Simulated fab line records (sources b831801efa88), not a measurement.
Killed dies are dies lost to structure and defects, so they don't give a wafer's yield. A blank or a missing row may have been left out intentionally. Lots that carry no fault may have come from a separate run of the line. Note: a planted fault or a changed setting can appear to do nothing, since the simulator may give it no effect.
A lot that was struck, set against a sound lot / flow sky130 / 16 steps out of a route of 708
Sound: wafers L509.1, L509.2, L509.4. Struck: wafers L515.1, L515.6 (left out: L515.5, a lot-mate that was not struck); the cause follows at the end.
For every step that has rows: the tool of each side, followed by ch and its chambers, followed by its first start. Under that, the readings that differ: sound wafers / struck wafers / difference of the means / sigmas: that difference in standard deviations of wafers without a fault.
alike: words and numbers the same on both sides, and readings whose means are apart by under 2 such deviations; not compared: readings that were withheld, readings missing a value for some wafer, numbers with overlapping values and no deviation given by the record, and bounds like >300 which may hide the same value.
A row with sigmas, a row that says differs or no value, or rows on one side alone: a step with any of these is where the two part. When numbers do not overlap yet have no deviation, they are printed without sigmas and do not part them. A reading missing from all wafers of one side parts the sides only when that side holds two or more wafers.

first, 2 steps without rows for these wafers: SKY_METAL3_PEB_11; SKY_METAL3_DEVELOP_12 (develop time 60 s).
SKY_METAL3_CD_MEAS_13 targets a cd of 300 nm.
  struck on cd_sem-02, day 41 03:47; sound on cd_sem-01, day 39 15:50
  alike: cd_nm
SKY_METAL3_OVL_MEAS_14:
  struck on overlay-02, day 41 03:54; sound on overlay-02, day 39 15:57
  alike: METAL3_OVL
SKY_METAL3_DESCUM_15: chemistry O2, time 8 s.
  sound on rie_metal-03 ch 0,1, day 39 15:59; struck on rie_metal-02 ch 1, day 41 03:56
reading=oes_product_au (a.u.); sound=1.013 1.007 1.013; struck=0.985 0.979; difference=-0.029; sigmas=-2
  alike: drypump_motor_current_A
  not compared: rf_hours_counter_h
SKY_METAL3_ETCH_16: etches BARC in N2/H2, stops on SiO2, time 88.2 s, target depth 60 nm.
  sound on rie_metal-03 ch 0,1, day 39 16:01; struck on rie_metal-02 ch 1, day 41 04:00
  alike: drypump_motor_current_A, oes_product_au, throttle_valve_pct
  not compared: rf_hours_counter_h
SKY_METAL3_ETCH_17: etches SiO2 in C4F8/O2/Ar, stops on TiN, time 3.9 s, target depth 15 nm.
  sound on rie_diel-01 ch 0,1,3, day 39 16:07; struck on rie_diel-01 ch 0,3, day 41 04:12
  alike: oes_product_au
  not compared: rf_hours_counter_h
SKY_METAL3_METAL_ETCH_18: etches the open film in Cl2/BCl3, stops on SiO2, target depth 845 nm, time 183.1 s.
  sound on rie_metal-04 ch 0,1, day 39 16:08; struck on rie_metal-03 ch 1, day 41 04:13
  alike: drypump_motor_current_A, oes_product_au, throttle_valve_pct
  not compared: rf_hours_counter_h
SKY_METAL3_STRIP_19: strips in O2/N2.
  sound on plasma_asher-02 ch 0,1, day 39 16:19; struck on plasma_asher-02 ch 1, day 41 04:23
  alike: drypump_motor_current_A, oes_product_au, strip_time_to_endpoint_s
  not compared: rf_hours_counter_h
then, 3 steps without rows for these wafers: SKY_METAL3_STRIP_20 (strips in post etch residue remover, time 1200 s); SKY_METAL3_CLEAN_21 (cleans in IPA, time 180 s); SKY_METAL3_CLEAN_22 (cleans in O3/DIW).
SKY_VIA3_HDPCVD_00: deposits SiO2, target thk 1635 nm, time 272.5 s.
  sound on hdpcvd-02 ch 0,2, day 39 16:55; struck on hdpcvd-02 ch 0,1, day 41 05:07
reading=model.SiO2_of_VIA3_HDPCVD_00.thk_nm (nm); sound=1658 1656 1656; struck=2682 2685; difference=+1027; sigmas=
  alike: susceptor_temp_C
SKY_VIA3_THK_MEAS_01:
  struck on film_metro-01, day 41 05:17; sound on film_metro-02, day 39 17:05
reading=VIA3_HDPCVD_THK (nm); sound=1658 1658 1656; struck=2680 2685; difference=+1025; sigmas=+51
then, 1 step without rows for these wafers: SKY_VIA3_CMP_02 (polishes SiO2).
SKY_PAD_OPEN_PROBE_99:
  the record has rows for the sound wafers here (prober-01, day 46 16:39) and none for the struck ones

## WHERE THEY PART
Last at SKY_PAD_OPEN_PROBE_99 as far as this record goes, first at SKY_METAL3_DESCUM_15.

WHY: the cause the simulator had injected
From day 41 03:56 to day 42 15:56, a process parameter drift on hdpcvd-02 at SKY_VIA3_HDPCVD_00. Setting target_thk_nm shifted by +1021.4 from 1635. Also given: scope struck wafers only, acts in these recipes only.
